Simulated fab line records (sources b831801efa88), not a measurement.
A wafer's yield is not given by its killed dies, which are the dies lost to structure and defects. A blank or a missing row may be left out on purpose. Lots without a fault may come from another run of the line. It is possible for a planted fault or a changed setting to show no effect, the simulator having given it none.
8D (eight disciplines) problem report, filled in by code	flow sky130	the parts of the form that need people (team, actions taken, sign-off) are left out

1. WHAT IS WRONG
chamber_pressure_pa at SKY_METAL2_SPUTTER_01 reads a mean of 0.3210 Pa on 1 wafer of 1 lot; wafers without a fault read 0.4000 Pa with a standard deviation of 0.00083. Measured from the usual mean, that is -95 standard deviations.
The step: material TiN, target thk 20 nm, time 16.7 s.
Earliest sighting: wafer L578.1 on pvd_sputter-03 at day 36 13:53. The record has a number at this step for 39 wafers belonging to 13 lots. Rule for "out", or "out of limits": more than 4 standard deviations from the usual mean. Any other wafer with a number is counted as sound.

2. WHAT THIS IS AND IS NOT
question	is	is not
which readings at this step	chamber_pressure_pa	-
which lots	L578	L569, L570, L571, L573, L574, L576, L577, L588, L589, L590, L591, L592
which wafers of those lots	L578.1	L578.2, L578.3
read on which tools	pvd_sputter-03	pvd_sputter-01, pvd_sputter-02
when	from day 36 13:53	up to then (23 sound wafers); but 15 sound wafers of L588, L589, L590, L591, L592 came after

3. SUSPECTS, AND WHAT RULES EACH OUT
Counting: a tool at a process step up to the reading stays a suspect if it ran every lot that is out. Sound lots after the first of them don't rule it out here, since some wafers of a struck lot are sound.
- pvd_sputter-03 at SKY_METAL2_SPUTTER_01 (material TiN, target thk 20 nm, time 16.7 s): kept. L578, the lot that is out, went through it at day 36 13:53; up to then, the latest sound lot through it was L576 at day 36 09:39. On those wafers its own readings are out: chamber_pressure_pa.
After counting, what remains is pvd_sputter-03 at SKY_METAL2_SPUTTER_01.

4. THE CAUSE (what the simulator had put in)
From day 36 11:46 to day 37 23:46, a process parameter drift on pvd_sputter-03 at SKY_METAL2_SPUTTER_01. The setting chamber_pressure_pa was moved by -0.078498, starting from 0.4. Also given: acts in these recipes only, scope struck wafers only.
Only this tool survived the counting.

5. THE EFFECT CHAIN, in route order
One row per reading whose mean, taken over the struck wafers that have a number, lies over 3 standard deviations from the usual. Readings are gone through only where the record gives a usual standard deviation; hours: the median, over the lots, of the time from a lot's start at the first step in this table giving one to that lot's start at this step; sigmas: the change measured in usual standard deviations.
hours	step	reading	usual	on struck wafers	change	sigmas
0	SKY_METAL2_SPUTTER_01	chamber_pressure_pa	0.4000 Pa	0.3210	-0.0790	-95
Process steps it contains:
- SKY_METAL2_SPUTTER_01: material TiN, target thk 20 nm, time 16.7 s.

6. WHAT WOULD HAVE CAUGHT IT SOONER
The fault began at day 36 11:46; the first out-of-limits reading in this record came at day 36 13:53, 2 hours later.
